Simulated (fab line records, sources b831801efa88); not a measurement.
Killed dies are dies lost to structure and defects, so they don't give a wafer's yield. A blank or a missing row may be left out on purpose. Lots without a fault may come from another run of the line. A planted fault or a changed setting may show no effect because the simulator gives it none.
Which tool did it? | flow gf180mcu | 12 lots, 36 wafers sampled, at 1 step of a route of 602

WHAT THE GAUGES READ, wafer by wafer
GF_M1_THK_MEAS_06: measures by xrf.
lot  | measured     | on            | M1_ALCU_THK (nm)
L075 | day 16 11:17 | film_metro-01 | 459 455 453
L077 | day 17 06:01 | film_metro-04 | 465 460 460
L079 | day 18 03:51 | film_metro-03 | 456 453 457
L081 | day 18 19:08 | film_metro-01 | 457 448 455
L083 | day 20 02:55 | film_metro-03 | 455 459 451
L085 | day 20 12:10 | film_metro-01 | 468 463 465
L087 | day 21 09:14 | film_metro-01 | 456 461 458
L089 | day 21 23:08 | film_metro-03 | 461 449 457
L091 | day 22 14:19 | film_metro-01 | 460 464 461
L093 | day 23 08:16 | film_metro-04 | 460 467 464
L095 | day 23 17:58 | film_metro-03 | 457 451 456
L097 | day 24 15:35 | film_metro-01 | 455 455 451

WHICH TOOL RAN EACH LOT (tool, then ch and the chambers of the sampled wafers, then the start)
The record holds no process step before these readings.

THE ANSWER, worked out from the rows above alone
Rule: what is usual is taken from the lots themselves. Put in order of their means at a reading, lots are off if they are a third of the lots or fewer, leave a main group of 4 or more, and stand apart from it by a gap of 3 or more times the standard deviation of the main group's means; of several such gaps the widest counts. A main group whose means are all the same, to the digits that the tables above print for the reading, isn't used. A lot without any number at a reading at which 4 lots or more have one is off too. The other lots that the step has rows for count as sound.
No lot is off at any reading shown: from this, nothing can be told.

WHAT THE SIMULATOR HAD PUT IN
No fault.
